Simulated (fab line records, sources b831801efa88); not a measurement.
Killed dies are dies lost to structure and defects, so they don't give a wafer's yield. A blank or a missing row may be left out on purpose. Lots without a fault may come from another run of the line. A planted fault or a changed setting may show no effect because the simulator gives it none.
Chamber matching | flow sky130 | SKY_LI_CONTACT_CMP_02 on cmp-01: 4 sister chambers
The step polishes PSG. 8 wafers are shown with their chamber, then 8 later ones without.

WAFERS WITH THEIR CHAMBER
wafer  | chamber | motor_current_A (A) | time_to_endpoint_s (s)
L862.1 | 3       | 11.0                | 35.5
L864.2 | 3       | 11.2                | 35.0
L869.1 | 0       | 12.7                | 29.3
L869.6 | 2       | 13.6                | 32.3
L878.3 | 1       | 11.0                | 34.2
L878.4 | 0       | 13.2                | 32.0
L878.5 | 2       | 13.1                | 34.8
L877.1 | 1       | 11.0                | 33.4

WAFERS WITHOUT THEIR CHAMBER
wafer  | motor_current_A (A) | time_to_endpoint_s (s)
L877.3 | 14.0                | 34.2
L877.5 | 11.0                | 34.1
L879.2 | 12.7                | 28.8
L879.3 | 11.2                | 31.5
L879.4 | 10.6                | 28.9
L883.1 | 11.3                | 32.5
L883.2 | 12.0                | 31.5
L883.3 | 13.7                | 33.3

WHICH CHAMBER EACH WENT THROUGH
wafer  | from the rows above               | in truth
L877.3 | 2                                 | 2
L877.5 | can't be placed: 1 or 3           | 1
L879.2 | 0                                 | 0
L879.3 | can't be placed: 1 or 3           | 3
L879.4 | can't be placed: 1 or 3           | 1
L883.1 | can't be placed: 1 or 3           | 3
L883.2 | can't be placed: 0 or 1 or 3 or 2 | 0
L883.3 | 2                                 | 2
Placed correctly: 3 of 8. Can't be placed from these rows: 5 (the true chamber is among the candidates in 5). Placed wrongly: 0.
How it was worked out, from the rows above alone: a wafer's distance from a chamber is the root of the sum, over the readings, of the square of ((its reading less the chamber's mean) divided by the reading's scatter). The wafer belongs to the nearest chamber; if the next one is less than 2 further off, it can't be placed. A chamber's mean is the mean of its shown wafers. The scatter: the root of (the sum of the squares of (reading less its chamber's mean) over the shown wafers, divided by (wafers less chambers)).
